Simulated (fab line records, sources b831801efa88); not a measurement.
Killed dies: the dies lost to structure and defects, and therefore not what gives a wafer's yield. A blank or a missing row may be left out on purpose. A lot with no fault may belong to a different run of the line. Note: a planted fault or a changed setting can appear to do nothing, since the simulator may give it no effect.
fab line records | flow sky130
record lots=6 | wafers=18 | last_day=50
route steps=708 shown METAL1@446 VIA1@458 PAD_OPEN@708
lots that met no fault: from a run of the same line without faults
start_h: hours from the record's opening day to when the first of the lot's shown wafers began | wait_h: time in hours since the lot's previous step | " unchanged from the row above | L1.1+2: several wafers, shown together as one row | - value missing, or start not given | * or withheld: withheld | < > ~ a bound
route shown NAME@n: NAME is a module with steps in the file, n the number in the route of the first one | usual: mean and standard deviation over wafers with no fault | same: alike in all rows | chamber/n: place in a boat | sites: each site's reading | _std_site: standard deviation across them | _edge_site: outer sites' mean less inner sites' | radius_mm: how far each site lies from the wafer's centre | mask NAME#n: copy n | behind: tool/chamber where the wafer was last shaped | hold: the reason the lot was held/the length of the hold in hours/how it ended | device: the n, p or np transistor that did not switch | end of line: the tests these same wafers got at the end of their route | where a step has no rows: the recipe by itself | killed: at the first sort, the dies lost to defects and structure; wafer yield is something else | map: dies across one wafer; x = killed, . = not, _ = none there
set.NAME: the setting as run; set.NAME@STEP: as run at that earlier step | model.NAME: the simulator's own value behind a step, which no gauge read
certain route steps with their lots: each step a table, each wafer a row
services: a tool's chamber out of use, with start hour (start_h, from the record's first day; less than 0 if before it), hours out, and reason
## steps
# step SKY_METAL1_EXPOSE_12
# recipe mask_id=MM1 | na=0.8 | source_shape=annular | sigma_inner=0.55 | sigma_outer=0.85 | target_cd_nm=140 | dose_mj=28
# step SKY_METAL1_PEB_13
# recipe peb_temp_c=withheld | peb_time_s=withheld | resist=KrF-thick
# step SKY_METAL1_DEVELOP_14
# recipe develop_time_s=60 | resist=KrF-thick | dev_temp_c=21.61
# step SKY_METAL1_CD_MEAS_15
# recipe target_cd_nm=140
# usual cd_nm=139.8/1.7
lot.wafer | tool      | chamber | start_h | wait_h | cd_nm
L850.1    | cd_sem-01 | -       | 768.39  | -      | 141.0
L850.4    | "         | -       | "       | "      | 139.6
L850.6    | "         | -       | "       | "      | 140.3
L856.2    | cd_sem-02 | -       | 821.45  | -      | 140.9
L856.3    | "         | -       | "       | "      | 139.8
L856.5    | "         | -       | "       | "      | 140.0
L860.1    | cd_sem-01 | -       | 856.05  | -      | 136.7
L860.3    | "         | -       | "       | "      | 138.0
L860.5    | "         | -       | "       | "      | 138.0
L861.2    | cd_sem-02 | -       | 861.15  | -      | 137.7
L861.3    | "         | -       | "       | "      | 137.7
L861.6    | "         | -       | "       | "      | 136.4
L865.2    | cd_sem-02 | -       | 887.16  | -      | 136.6
L865.3    | "         | -       | "       | "      | 134.5
L865.4    | "         | -       | "       | "      | 136.0
L872.2    | cd_sem-01 | -       | 930.24  | -      | 139.9
L872.3    | "         | -       | "       | "      | 140.6
L872.6    | "         | -       | "       | "      | 140.0
# step SKY_METAL1_OVL_MEAS_16
# usual METAL1_OVL=0/5.2
lot.wafer | tool       | chamber | start_h | wait_h | METAL1_OVL[nm]
L850.1    | overlay-02 | -       | 768.51  | 0.1    | -2
L850.4    | "          | -       | "       | "      | -7
L850.6    | "          | -       | "       | "      | -5
L856.2    | overlay-02 | -       | 821.56  | 0.1    | 0
L856.3    | "          | -       | "       | "      | 0
L856.5    | "          | -       | "       | "      | -2
L860.1    | overlay-02 | -       | 856.17  | 0.1    | -12
L860.3    | "          | -       | "       | "      | -3
L860.5    | "          | -       | "       | "      | -5
L861.2    | overlay-01 | -       | 861.26  | 0.1    | 10
L861.3    | "          | -       | "       | "      | 4
L861.6    | "          | -       | "       | "      | 5
L865.2    | overlay-02 | -       | 887.27  | 0.1    | 0
L865.3    | "          | -       | "       | "      | -1
L865.4    | "          | -       | "       | "      | 6
L872.2    | overlay-02 | -       | 930.35  | 0.1    | 0
L872.3    | "          | -       | "       | "      | -5
L872.6    | "          | -       | "       | "      | 1
# step SKY_METAL1_DESCUM_17
# recipe chemistry=O2 | source_power_w=150 | bias_power_w=0 | pressure_mtorr=10 | temp_c=40 | time_s=8
# usual drypump_motor_current_A=5.5/0.45 | oes_product_au=0.999/0.0085
# same bias_power_w=0
lot.wafer | tool         | chamber | start_h | wait_h | drypump_motor_current_A | oes_product_au | rf_hours_counter_h
L850.1    | rie_metal-02 | 0       | 768.55  | 0.0    | 5.7                     | 1.002          | 13
L850.4    | "            | 0       | "       | "      | 5.7                     | 0.991          | -
L850.6    | "            | 0       | "       | "      | 5.7                     | 0.995          | -
L856.2    | rie_metal-02 | 0       | 821.60  | 0.0    | 5.7                     | 0.995          | -
L856.3    | "            | 0       | "       | "      | 5.7                     | 0.999          | -
L856.5    | "            | 0       | "       | "      | 5.7                     | 1.009          | -
L860.1    | rie_metal-04 | 1       | 856.21  | 0.0    | 5.0                     | 0.999          | 7
L860.3    | "            | 0       | "       | "      | 5.8                     | 0.994          | -
L860.5    | "            | 1       | "       | "      | 5.0                     | 0.995          | -
L861.2    | rie_metal-02 | 0       | 861.29  | 0.0    | 5.7                     | 1.010          | 3
L861.3    | "            | 1       | "       | "      | 5.8                     | 1.012          | -
L861.6    | "            | 1       | "       | "      | 5.8                     | 1.013          | -
L865.2    | rie_metal-04 | 0       | 887.30  | 0.0    | 5.9                     | 1.003          | 9
L865.3    | "            | 1       | "       | "      | 5.0                     | 0.997          | -
L865.4    | "            | 0       | "       | "      | 5.8                     | 1.009          | -
L872.2    | rie_metal-01 | 0       | 930.38  | 0.0    | 5.3                     | 0.986          | 6
L872.3    | "            | 0       | "       | "      | 5.3                     | 0.988          | -
L872.6    | "            | 0       | "       | "      | 5.3                     | 0.995          | -
# step SKY_METAL1_ETCH_18
# recipe chemistry=N2/H2 | target=BARC | ion_energy_ev=200 | bias_w=100 | pressure_mtorr=30 | n2_flow_sccm=100 | h2_flow_sccm=200 | icp_w=500 | stop_on=SiO2 | time_s=45.9 | target_depth_a=600
# usual drypump_motor_current_A=5.6/0.45 | oes_product_au=0.855/0.0048 | throttle_valve_pct=13.224/0.0094
lot.wafer | tool         | chamber | start_h | wait_h | drypump_motor_current_A | oes_product_au | rf_hours_counter_h | throttle_valve_pct
L850.1    | rie_metal-02 | 0       | 768.58  | 0.0    | 5.7                     | 0.853          | 13                 | 13.204
L850.4    | "            | 0       | "       | "      | 5.7                     | 0.856          | -                  | 13.241
L850.6    | "            | 0       | "       | "      | 5.7                     | 0.854          | -                  | 13.224
L856.2    | rie_metal-02 | 0       | 821.67  | 0.1    | 5.7                     | 0.854          | -                  | 13.231
L856.3    | "            | 0       | "       | "      | 5.7                     | 0.850          | -                  | 13.218
L856.5    | "            | 0       | "       | "      | 5.7                     | 0.857          | -                  | 13.219
L860.1    | rie_metal-04 | 1       | 856.24  | 0.0    | 5.0                     | 0.858          | 7                  | 13.217
L860.3    | "            | 0       | "       | "      | 5.9                     | 0.843          | -                  | 13.238
L860.5    | "            | 1       | "       | "      | 4.9                     | 0.857          | -                  | 13.254
L861.2    | rie_metal-02 | 0       | 861.32  | 0.0    | 5.7                     | 0.853          | 3                  | 13.210
L861.3    | "            | 1       | "       | "      | 5.8                     | 0.855          | -                  | 13.226
L861.6    | "            | 1       | "       | "      | 5.8                     | 0.846          | -                  | 13.232
L865.2    | rie_metal-04 | 0       | 887.33  | 0.0    | 5.9                     | 0.860          | 9                  | 13.212
L865.3    | "            | 1       | "       | "      | 5.0                     | 0.853          | -                  | 13.217
L865.4    | "            | 0       | "       | "      | 5.8                     | 0.854          | -                  | 13.217
L872.2    | rie_metal-01 | 0       | 930.41  | 0.0    | 5.2                     | 0.856          | 6                  | 13.224
L872.3    | "            | 0       | "       | "      | 5.3                     | 0.853          | -                  | 13.229
L872.6    | "            | 0       | "       | "      | 5.3                     | 0.853          | -                  | 13.229
# step SKY_METAL1_METAL_ETCH_19
# recipe target_depth_a=3600 | stop_on=SiO2 | over_etch_frac=0.3 | time_s=78 | chemistry=Cl2/BCl3 | resist_sidewall_deg=88 | pressure_mtorr=10 | icp_w=900 | bias_w=48.5 | Cl2_flow_sccm=60 | bcl3_flow_sccm=30
# usual drypump_motor_current_A=5.5/0.45 | oes_product_au=0.855/0.0052 | throttle_valve_pct=22.264/0.0091
# same over_etch_frac=0.3
lot.wafer | tool         | chamber | start_h | wait_h | drypump_motor_current_A | oes_product_au | rf_hours_counter_h | throttle_valve_pct
L850.1    | rie_metal-02 | 0       | 768.64  | 0.0    | 5.7                     | 0.851          | 13                 | 22.265
L850.4    | "            | 0       | "       | "      | 5.7                     | 0.858          | -                  | 22.261
L850.6    | "            | 0       | "       | "      | 5.7                     | 0.852          | -                  | 22.271
L856.2    | rie_metal-02 | 0       | 821.81  | 0.1    | 5.7                     | 0.852          | -                  | 22.260
L856.3    | "            | 0       | "       | "      | 5.7                     | 0.847          | -                  | 22.270
L856.5    | "            | 0       | "       | "      | 5.7                     | 0.855          | -                  | 22.256
L860.1    | rie_metal-04 | 1       | 856.30  | 0.0    | 5.0                     | 0.855          | 7                  | 22.255
L860.3    | "            | 0       | "       | "      | 5.8                     | 0.857          | -                  | 22.276
L860.5    | "            | 1       | "       | "      | 5.0                     | 0.854          | -                  | 22.245
L861.2    | rie_metal-02 | 0       | 861.38  | 0.0    | 5.7                     | 0.857          | 3                  | 22.259
L861.3    | "            | 1       | "       | "      | 5.8                     | 0.863          | -                  | 22.263
L861.6    | "            | 1       | "       | "      | 5.8                     | 0.854          | -                  | 22.280
L865.2    | rie_metal-04 | 0       | 887.39  | 0.0    | 5.8                     | 0.857          | 10                 | 22.255
L865.3    | "            | 1       | "       | "      | 5.0                     | 0.864          | -                  | 22.263
L865.4    | "            | 0       | "       | "      | 5.8                     | 0.857          | -                  | 22.258
L872.2    | rie_metal-01 | 0       | 930.47  | 0.0    | 5.2                     | 0.860          | 6                  | 22.284
L872.3    | "            | 0       | "       | "      | 5.3                     | 0.856          | -                  | 22.263
L872.6    | "            | 0       | "       | "      | 5.2                     | 0.853          | -                  | 22.281
# step SKY_METAL1_STRIP_20
# recipe chemistry=O2/N2 | power_w=1400 | pressure_mtorr=1500 | platen_temp_c=withheld | o2_flow_sccm=3000 | n2_flow_sccm=300 | overash_fraction=0.5
# usual drypump_motor_current_A=6.08/0.25 | oes_product_au=0.343/0.0045 | strip_time_to_endpoint_s=2.71/0.039
lot.wafer | tool            | chamber | start_h | wait_h | drypump_motor_current_A | oes_product_au | rf_hours_counter_h | strip_time_to_endpoint_s
L850.1    | plasma_asher-03 | 1       | 768.73  | 0.1    | 6.01                    | 0.338          | 94                 | 2.72
L850.4    | "               | 1       | "       | "      | 6.02                    | 0.346          | -                  | 2.75
L850.6    | "               | 1       | "       | "      | 6.03                    | 0.349          | -                  | 2.76
L856.2    | plasma_asher-01 | 1       | 821.96  | 0.1    | 6.05                    | 0.342          | 8                  | 2.64
L856.3    | "               | 0       | "       | "      | 5.56                    | 0.334          | -                  | 2.67
L856.5    | "               | 1       | "       | "      | 6.03                    | 0.341          | -                  | 2.66
L860.1    | plasma_asher-04 | 0       | 856.39  | 0.1    | 6.23                    | 0.347          | 43                 | 2.73
L860.3    | "               | 1       | "       | "      | 5.99                    | 0.342          | -                  | 2.70
L860.5    | "               | 1       | "       | "      | 5.97                    | 0.351          | -                  | 2.75
L861.2    | plasma_asher-01 | 1       | 861.47  | 0.1    | 6.04                    | 0.342          | 12                 | 2.68
L861.3    | "               | 1       | "       | "      | 6.05                    | 0.350          | -                  | 2.66
L861.6    | "               | 1       | "       | "      | 6.02                    | 0.341          | -                  | 2.69
L865.2    | plasma_asher-04 | 0       | 887.48  | 0.1    | 6.25                    | 0.342          | 46                 | 2.69
L865.3    | "               | 1       | "       | "      | 5.98                    | 0.342          | -                  | 2.74
L865.4    | "               | 0       | "       | "      | 6.22                    | 0.350          | -                  | 2.66
L872.2    | plasma_asher-03 | 1       | 930.56  | 0.1    | 6.02                    | 0.338          | 110                | 2.73
L872.3    | "               | 0       | "       | "      | 6.40                    | 0.342          | -                  | 2.76
L872.6    | "               | 1       | "       | "      | 6.01                    | 0.348          | -                  | 2.75
# step SKY_METAL1_STRIP_21
# recipe chemistry=post_etch_residue_remover | time_s=1200 | temp_c=72.5
# step SKY_METAL1_CLEAN_22
# recipe chemistry=IPA | time_s=180 | temp_c=25
# step SKY_METAL1_CLEAN_23
# recipe chemistry=O3/DIW | dry=n2_spin
# step SKY_VIA1_HDPCVD_00
# recipe material=SiO2 | target_thk_nm=1030 | sigma_open_frac=0.3 | time_s=171.7 | temp_c=400 | sih4_flow_sccm=60 | pressure_mtorr=6
lot.wafer | tool      | chamber | start_h | wait_h | model.SiO2_of_VIA1_HDPCVD_00.thk_nm
L850.1    | hdpcvd-01 | 0       | 769.32  | 0.0    | 1030
L850.4    | "         | 0       | "       | "      | 1039
L850.6    | "         | 1       | "       | "      | 1035
L856.2    | hdpcvd-01 | 2       | 822.64  | 0.0    | 1019
L856.3    | "         | 0       | "       | "      | 1020
L856.5    | "         | 0       | "       | "      | 1015
L860.1    | hdpcvd-01 | 0       | 857.03  | 0.0    | 1038
L860.3    | "         | 2       | "       | "      | 1017
L860.5    | "         | 1       | "       | "      | 1659
L861.2    | hdpcvd-01 | 2       | 862.10  | 0.0    | 1018
L861.3    | "         | 0       | "       | "      | 1020
L861.6    | "         | 1       | "       | "      | 1652
L865.2    | hdpcvd-02 | 0       | 888.08  | 0.0    | 1042
L865.3    | "         | 1       | "       | "      | 1050
L865.4    | "         | 2       | "       | "      | 1037
L872.2    | hdpcvd-02 | 1       | 931.15  | 0.0    | 1033
L872.3+6  | "         | 0       | "       | "      | 1039
# step SKY_VIA1_THK_MEAS_01
# recipe reads=SiO2_of_VIA1_HDPCVD_00
# usual VIA1_HDPCVD_THK=1030/10
lot.wafer | tool          | chamber | start_h | wait_h | hold                     | VIA1_HDPCVD_THK[nm]
L850.1    | film_metro-02 | -       | 769.43  | 0.1    | -                        | 1029
L850.4    | "             | -       | "       | "      | -                        | 1039
L850.6    | "             | -       | "       | "      | -                        | 1035
L856.2    | film_metro-03 | -       | 822.76  | 0.1    | -                        | 1019
L856.3    | "             | -       | "       | "      | -                        | 1020
L856.5    | "             | -       | "       | "      | -                        | 1014
L860.1    | film_metro-03 | -       | 857.19  | 0.1    | await_dispo/0.2h/release | 1037
L860.3    | "             | -       | "       | "      | await_dispo/0.2h/release | 1017
L860.5    | "             | -       | "       | "      | await_dispo/0.2h/release | 1658
L860.1    | film_metro-03 | -       | 857.41  | 0.2    | -                        | 1038
L860.3    | "             | -       | "       | "      | -                        | 1017
L860.5    | "             | -       | "       | "      | -                        | 1659
L861.2    | film_metro-02 | -       | 862.22  | 0.1    | await_dispo/0.2h/release | 1017
L861.3    | "             | -       | "       | "      | await_dispo/0.2h/release | 1021
L861.6    | "             | -       | "       | "      | await_dispo/0.2h/release | 1653
L861.2    | film_metro-02 | -       | 862.57  | 0.3    | -                        | 1018
L861.3    | "             | -       | "       | "      | -                        | 1019
L861.6    | "             | -       | "       | "      | -                        | 1653
L865.2    | film_metro-02 | -       | 888.20  | 0.1    | -                        | 1042
L865.3    | "             | -       | "       | "      | -                        | 1049
L865.4    | "             | -       | "       | "      | -                        | 1037
L872.2    | film_metro-02 | -       | 931.28  | 0.1    | -                        | 1032
L872.3    | "             | -       | "       | "      | -                        | 1039
L872.6    | "             | -       | "       | "      | -                        | 1038
# step SKY_VIA1_CMP_02
# recipe material=SiO2 | down_force_psi=4 | platen_rpm=60 | pad_velocity_m_s=0.94248
# usual edge_zone_pressure_frac=0.999/0.0049 | head_pressure_psi=4.000/0.0093 | motor_current_A=12.2/0.74 | platen_rpm=60.00/0.037
lot.wafer | tool   | chamber | start_h | wait_h | hold                     | edge_zone_pressure_frac | head_pressure_psi | motor_current_A | platen_rpm
L850.4    | cmp-02 | 1       | 769.49  | 0.0    | -                        | 0.991                   | 3.980             | 13.0            | 60.00
L850.1    | "      | 2       | "       | "      | -                        | 0.996                   | 4.008             | 12.2            | 60.01
L850.6    | "      | 2       | "       | "      | -                        | 0.999                   | 4.010             | 12.4            | 60.00
L856.3    | cmp-02 | 1       | 822.87  | 0.1    | -                        | 1.004                   | 3.993             | 12.4            | 59.97
L856.2    | "      | 3       | "       | "      | -                        | 1.001                   | 3.993             | 12.5            | 60.04
L856.5    | "      | 1       | "       | "      | -                        | 0.993                   | 4.002             | 11.9            | 60.03
L860.1    | cmp-02 | 1       | 860.05  | 2.6    | await_dispo/2.5h/release | 0.999                   | 4.000             | 12.8            | 59.99
L860.3    | "      | 3       | "       | "      | await_dispo/2.5h/release | 0.999                   | 4.018             | 11.4            | 60.03
L860.5    | "      | 1       | "       | "      | await_dispo/2.5h/release | 1.007                   | 4.008             | 11.8            | 60.01
L861.3    | cmp-01 | 0       | 869.51  | 6.9    | await_dispo/6.5h/release | 1.003                   | 4.015             | 14.3            | 60.02
L861.2    | "      | 2       | "       | "      | await_dispo/6.5h/release | 0.988                   | 3.987             | 11.4            | 59.96
L861.6    | "      | 3       | "       | "      | await_dispo/6.5h/release | 1.002                   | 4.004             | 12.1            | 60.02
L865.2    | cmp-01 | 1       | 888.25  | 0.0    | -                        | 1.009                   | 4.020             | 12.1            | 59.99
L865.4    | "      | 3       | "       | "      | -                        | 0.999                   | 3.991             | 11.9            | 60.00
L865.3    | "      | 0       | "       | "      | -                        | 1.006                   | 4.000             | 13.8            | 60.02
L872.3    | cmp-01 | 3       | 931.38  | 0.1    | -                        | 0.993                   | 3.990             | 11.9            | 60.02
L872.2    | "      | 1       | "       | "      | -                        | 0.998                   | 4.006             | 11.7            | 59.97
L872.6    | "      | 3       | "       | "      | -                        | 0.990                   | 3.995             | 12.8            | 59.99
# step SKY_PAD_OPEN_PROBE_99
# usual defect_limited_yield=82.4/1.8 | killed_at_M0_to_M3=44/7 | killed_at_M4_up=3.2/2 | killed_at_contacts=25/5.3 | killed_at_front_end=15/4.3 | killed_at_other=0.3/0.54 | killed_dies=86/8.7 | killed_open=47/6.4 | killed_short=39/5.6 | sort_bin_3_pad_short=0.9/0.43 | sort_bin_5_function=10.4/1.4 | sort_bin_6_memory=6.3/1.2 | sort_n_pass=406/8.7 | sort_yield_pct=82.4/1.8
# same gross_dies=492 | killed_at_back_side=0 | sort_bin_4_leakage[%]=0 | sort_bin_8_speed[%]=0
lot.wafer | tool      | chamber | start_h | wait_h | defect_limited_yield[%] | killed_at_M0_to_M3 | killed_at_M4_up | killed_at_contacts | killed_at_front_end | killed_at_other | killed_dies | killed_open | killed_short | sort_bin_3_pad_short[%] | sort_bin_5_function[%] | sort_bin_6_memory[%] | sort_n_pass | sort_yield_pct[%]
L850.1    | prober-02 | -       | 1075.72 | 0.1    | 82.3                    | 42                 | 3               | 27                 | 15                  | 0               | 87          | 45          | 42           | 0                       | 10.2                   | 7.5                  | 405         | 82.3
L850.4    | prober-02 | -       | 1075.87 | 0.2    | 82.5                    | 43                 | 2               | 21                 | 20                  | 0               | 86          | 47          | 39           | 0.4                     | 12.0                   | 5.1                  | 406         | 82.5
L850.6    | prober-02 | -       | 1075.97 | 0.2    | 81.1                    | 52                 | 3               | 23                 | 15                  | 0               | 93          | 53          | 39           | 0.4                     | 10.4                   | 8.1                  | 399         | 81.1
L856.2    | prober-02 | -       | 1117.26 | 0.1    | 81.5                    | 50                 | 4               | 20                 | 17                  | 0               | 91          | 54          | 36           | 0.4                     | 11.0                   | 7.1                  | 401         | 81.5
L856.3    | prober-02 | -       | 1117.31 | 0.2    | 80.7                    | 45                 | 1               | 33                 | 16                  | 0               | 95          | 49          | 46           | 1.0                     | 11.8                   | 6.5                  | 397         | 80.7
L856.5    | prober-02 | -       | 1117.41 | 0.2    | 87.4                    | 30                 | 3               | 15                 | 14                  | 0               | 62          | 25          | 37           | 0.6                     | 6.7                    | 5.3                  | 430         | 87.4
# killed by level:class
L850.1 CONTACT:geometric_particle:open=13 VIA1:geometric_particle:open=9 METAL1:geometric_particle:short=9 LI_CONTACT:geometric_particle:open=6 VIA1:geometric_particle:short=6 FIELD_ISO:geometric_particle:short=5 VIA2:geometric_particle:open=5 VIA3:geometric_particle:open=5
L850.4 VIA1:geometric_particle:open=9 VIA3:geometric_particle:open=8 CONTACT:geometric_particle:open=8 FIELD_ISO:geometric_particle:short=6 VIA1:geometric_particle:short=6 FIELD_ISO:geometric_particle:open=5 POLY_GATE:geometric_particle:open=5 CONTACT:geometric_particle:short=5
L850.6 VIA1:geometric_particle:open=15 LI_CONTACT:geometric_particle:open=12 VIA2:geometric_particle:open=9 VIA1:geometric_particle:short=8 FIELD_ISO:geometric_particle:open=6 METAL2:geometric_particle:short=6 METAL1:geometric_particle:short=5 FIELD_ISO:geometric_particle:short=3
L856.2 CONTACT:geometric_particle:open=11 VIA3:geometric_particle:open=9 VIA2:geometric_particle:open=9 VIA1:geometric_particle:open=8 FIELD_ISO:geometric_particle:open=6 FIELD_ISO:geometric_particle:short=5 METAL2:geometric_particle:short=5 VIA3:geometric_particle:short=5
L856.3 VIA1:geometric_particle:open=11 LI_CONTACT:geometric_particle:open=9 CONTACT:geometric_particle:open=8 CONTACT:geometric_particle:short=7 METAL1:geometric_particle:short=6 VIA3:geometric_particle:open=5 LOCAL_INTERCONNECT:geometric_particle:short=5 METAL2:geometric_particle:short=5
L856.5 LI_CONTACT:geometric_particle:open=6 POLY_GATE:geometric_particle:short=5 METAL2:geometric_particle:short=5 METAL1:geometric_particle:short=4 VIA3:geometric_particle:open=4 FIELD_ISO:geometric_particle:short=3 VIA2:geometric_particle:open=3 LOCAL_INTERCONNECT:geometric_particle:short=3
## services
tool            | chamber | start_h | hours | kind
cmp-02          | -       | 748.00  | -     | consumable_replace:conditioner
rie_metal-02    | 0       | 760.60  | 2.9   | repair
cmp-01          | -       | 761.35  | 9.3   | pm
plasma_asher-03 | -       | 764.71  | 2.0   | repair
cmp-02          | -       | 782.87  | 4.0   | repair
rie_metal-02    | 0       | 784.29  | -     | clean
rie_metal-02    | 0       | 784.29  | 24.1  | scheduled_down
rie_metal-02    | 0       | 784.29  | 24.1  | vent_cycle
cmp-01          | -       | 807.41  | 2.2   | repair
rie_metal-02    | 1       | 808.38  | -     | clean
rie_metal-02    | 1       | 808.38  | 24.1  | scheduled_down
rie_metal-02    | 1       | 808.38  | 24.1  | vent_cycle
cmp-01          | -       | 818.83  | 0.3   | repair
cmp-02          | -       | 829.82  | 3.9   | repair
hdpcvd-02       | 0       | 830.71  | 17.2  | repair
hdpcvd-02       | -       | 857.23  | 2.0   | repair
hdpcvd-02       | 2       | 859.99  | 5.2   | repair
cmp-02          | -       | 864.14  | 9.1   | pm
cmp-01          | -       | 881.58  | 3.0   | repair
plasma_asher-01 | -       | 888.06  | 0.5   | repair
plasma_asher-04 | -       | 890.69  | 1.2   | repair
hdpcvd-02       | 0       | 900.49  | 1.9   | repair
cmp-01          | -       | 912.64  | 4.0   | pm
rie_metal-04    | 1       | 928.13  | 5.1   | repair
## key
first_sign step=SKY_VIA1_THK_MEAS_01 | reading=visit | direction=added
effect step=SKY_VIA1_THK_MEAS_01 | reading=VIA1_HDPCVD_THK | direction=up | sigmas=61 | usual=1030 | struck=1655
model_effect step=SKY_VIA1_HDPCVD_00 | value=SiO2_of_VIA1_HDPCVD_00.thk_nm | without=1024 | struck=1656
met_at SKY_VIA1_HDPCVD_00
struck_wafers L860.5,L861.6
onset_between 769.32 857.03
fault kind=process_parameter_drift | tool=hdpcvd-01 | chamber=1 | onset_h=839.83 | steps=SKY_VIA1_HDPCVD_00 | channel=target_thk_nm | offset=631.82 | shape=step | end_h=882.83 | acts_in=these_recipes_only | stated=1030
